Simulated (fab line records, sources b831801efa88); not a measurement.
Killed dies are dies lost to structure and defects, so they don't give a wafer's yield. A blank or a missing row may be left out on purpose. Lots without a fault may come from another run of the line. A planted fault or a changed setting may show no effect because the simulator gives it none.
Which tool did it? | flow sky130 | 11 lots, 33 wafers sampled, at 6 steps of a route of 708

WHAT THE GAUGES READ, wafer by wafer
SKY_FIELD_ISO_BOW_MEAS_00.
lot  | measured    | on            | INCOMING_BOW (um)
L838 | day 1 10:02 | film_metro-04 | -7 -5 -14
L842 | day 2 06:00 | film_metro-04 | 5 -5 7
L843 | day 2 11:00 | film_metro-02 | 7 0 4
L844 | day 2 16:00 | film_metro-02 | 3 0 -6
L846 | day 3 02:02 | film_metro-03 | -4 -2 -1
L854 | day 4 18:01 | film_metro-02 | 0 2 -3
L855 | day 4 23:00 | film_metro-02 | -10 5 -3
L856 | day 5 04:02 | film_metro-02 | 0 6 1
L858 | day 5 14:02 | film_metro-02 | 3 -3 8
L859 | day 5 19:00 | film_metro-02 | 7 4 4
L860 | day 6 00:00 | film_metro-04 | 5 6 -12

SKY_FIELD_ISO_THK_MEAS_02.
lot  | measured    | on            | FIELD_ISO_OXIDATION_00_THK (nm)
L838 | day 1 11:43 | film_metro-03 | 12.31 12.43 12.00
L842 | day 2 08:09 | film_metro-03 | 11.87 11.97 11.98
L843 | day 2 13:13 | film_metro-04 | 11.86 11.88 12.03
L844 | day 2 17:38 | film_metro-02 | 12.39 12.16 12.28
L846 | day 3 05:44 | film_metro-02 | 12.29 12.35 12.20
L854 | day 4 20:40 | film_metro-02 | 12.30 12.54 12.23
L855 | day 5 00:50 | film_metro-02 | 12.20 11.80 12.16
L856 | day 5 06:22 | film_metro-03 | 12.01 11.90 11.93
L858 | day 5 15:39 | film_metro-02 | 11.99 11.97 11.95
L859 | day 6 01:49 | film_metro-02 | 12.29 12.29 12.12
L860 | day 6 01:49 | film_metro-04 | 11.55 11.43 11.63

SKY_NWELL_TW_MEAS_15.
lot  | measured    | on            | NWELL_TW
L838 | day 4 13:32 | film_metro-01 | 1816 1828 1819
L842 | day 5 14:40 | film_metro-01 | 1826 1832 1822
L843 | day 5 16:02 | film_metro-04 | 1851 1856 1859
L844 | day 5 21:27 | film_metro-04 | 1863 1853 1856
L846 | day 6 12:37 | film_metro-04 | 1851 1851 1852
L854 | day 9 06:09 | film_metro-04 | 1849 1841 1844
L855 | day 9 03:07 | film_metro-04 | 1848 1843 1851
L856 | day 9 06:31 | film_metro-01 | 1831 1831 1833
L858 | day 9 12:49 | film_metro-01 | 1825 1816 1824
L859 | day 9 20:09 | film_metro-04 | 1820 1838 1834
L860 | day 9 21:01 | film_metro-04 | 1841 1843 1845

SKY_NWELL_TW_MEAS_26.
lot  | measured     | on            | NWELL_2_TW
L838 | day 5 07:25  | film_metro-03 | 497 498 496
L842 | day 6 09:14  | film_metro-03 | 495 494 495
L843 | day 6 10:19  | film_metro-01 | 500 500 500
L844 | day 6 16:00  | film_metro-04 | 31 31 30 31 31 30
L846 | day 7 15:13  | film_metro-03 | 499 498 498
L854 | day 10 04:32 | film_metro-01 | 501 500 497
L855 | day 10 00:31 | film_metro-04 | 507 503 506
L856 | day 10 04:46 | film_metro-04 | 507 507 506
L858 | day 10 11:26 | film_metro-04 | 507 505 503
L859 | day 10 18:40 | film_metro-03 | 493 493 491
L860 | day 10 19:24 | film_metro-01 | 499 499 500

WHICH TOOL RAN EACH LOT (tool, then ch and the chambers of the sampled wafers, then the start)
lot  | SKY_NWELL_STRIP_14                  | SKY_NWELL_STRIP_25
L838 | plasma_asher-04 ch 0,1, day 4 13:28 | plasma_asher-03 ch 0,1, day 5 07:20
L842 | plasma_asher-04 ch 1, day 5 14:34   | plasma_asher-01 ch 0,1, day 6 09:08
L843 | plasma_asher-03 ch 0,1, day 5 15:56 | plasma_asher-03 ch 0,1, day 6 10:13
L844 | plasma_asher-03 ch 0,1, day 5 21:21 | plasma_asher-03 ch 0,1, day 6 15:54
L846 | plasma_asher-04 ch 0,1, day 6 12:32 | plasma_asher-04 ch 0,1, day 7 15:08
L854 | plasma_asher-01 ch 0,1, day 9 06:02 | plasma_asher-03 ch 0,1, day 10 04:25
L855 | plasma_asher-03 ch 0,1, day 9 03:01 | plasma_asher-01 ch 0,1, day 10 00:25
L856 | plasma_asher-03 ch 0,1, day 9 06:25 | plasma_asher-04 ch 0,1, day 10 04:41
L858 | plasma_asher-03 ch 0,1, day 9 12:43 | plasma_asher-01 ch 0,1, day 10 11:22
L859 | plasma_asher-04 ch 1, day 9 20:03   | plasma_asher-04 ch 0,1, day 10 18:34
L860 | plasma_asher-04 ch 0,1, day 9 20:55 | plasma_asher-03 ch 0,1, day 10 19:18
- SKY_NWELL_STRIP_14: strips in O2/N2.
- SKY_NWELL_STRIP_25: strips in O2/N2.

WHAT THE TOOLS THEMSELVES READ (means of the sampled wafers that have a number; where no wafer has one, the mark that the record gives instead)
SKY_NWELL_STRIP_14.
lot  | tool            | drypump_motor_current_A (A) | oes_product_au (a.u.) | strip_time_to_endpoint_s (s)
L838 | plasma_asher-04 | 5.9                         | 0.727                 | 37.00
L842 | plasma_asher-04 | 4.9                         | 0.724                 | 37.08
L843 | plasma_asher-03 | 5.8                         | 0.727                 | 36.89
L844 | plasma_asher-03 | 6.0                         | 0.930                 | -
L846 | plasma_asher-04 | 5.3                         | 0.724                 | 36.98
L854 | plasma_asher-01 | 5.7                         | 0.723                 | 37.08
L855 | plasma_asher-03 | 5.9                         | 0.722                 | 36.71
L856 | plasma_asher-03 | 5.9                         | 0.722                 | 36.87
L858 | plasma_asher-03 | 5.9                         | 0.723                 | 36.80
L859 | plasma_asher-04 | 4.9                         | 0.721                 | 36.95
L860 | plasma_asher-04 | 5.3                         | 0.723                 | 36.87

SKY_NWELL_STRIP_25.
lot  | tool            | drypump_motor_current_A (A) | oes_product_au (a.u.) | strip_time_to_endpoint_s (s)
L838 | plasma_asher-03 | 6.0                         | 0.722                 | 37.02
L842 | plasma_asher-01 | 5.7                         | 0.728                 | 36.93
L843 | plasma_asher-03 | 6.0                         | 0.724                 | 36.91
L844 | plasma_asher-03 | 5.9                         | 0.730                 | 61.35
L846 | plasma_asher-04 | 5.3                         | 0.723                 | 37.00
L854 | plasma_asher-03 | 5.9                         | 0.719                 | 36.98
L855 | plasma_asher-01 | 5.7                         | 0.722                 | 36.87
L856 | plasma_asher-04 | 5.8                         | 0.723                 | 36.90
L858 | plasma_asher-01 | 5.7                         | 0.718                 | 36.81
L859 | plasma_asher-04 | 5.3                         | 0.723                 | 37.02
L860 | plasma_asher-03 | 5.9                         | 0.725                 | 36.88

THE ANSWER, worked out from the rows above alone
Rule: what is usual is taken from the lots themselves. Put in order of their means at a reading, lots are off if they are a third of the lots or fewer, leave a main group of 4 or more, and stand apart from it by a gap of 3 or more times the standard deviation of the main group's means; of several such gaps the widest counts. A main group whose means are all the same, to the digits that the tables above print for the reading, isn't used. A lot without any number at a reading at which 4 lots or more have one is off too. The other lots that the step has rows for count as sound. The gauges are gone through in route order, then the tools' own readings, and for those a lot's mean is taken as printed above. The first step at which some lot is off is used, and at that step the reading that is off furthest; a lot without a number counts as furthest.
Off: L844, at SKY_NWELL_TW_MEAS_26 (NWELL_2_TW). The main group: mean 500, standard deviation 4.4.
A tool fits if, at a process step before that reading, it ran every lot that is off, and no sound lot after the first of them. The gauges at SKY_NWELL_TW_MEAS_26 aren't tried: what is off there is off at SKY_NWELL_STRIP_14 too, on other tools, and a gauge's error can't cause that. None of those tried fits.

WHAT THE SIMULATOR HAD PUT IN
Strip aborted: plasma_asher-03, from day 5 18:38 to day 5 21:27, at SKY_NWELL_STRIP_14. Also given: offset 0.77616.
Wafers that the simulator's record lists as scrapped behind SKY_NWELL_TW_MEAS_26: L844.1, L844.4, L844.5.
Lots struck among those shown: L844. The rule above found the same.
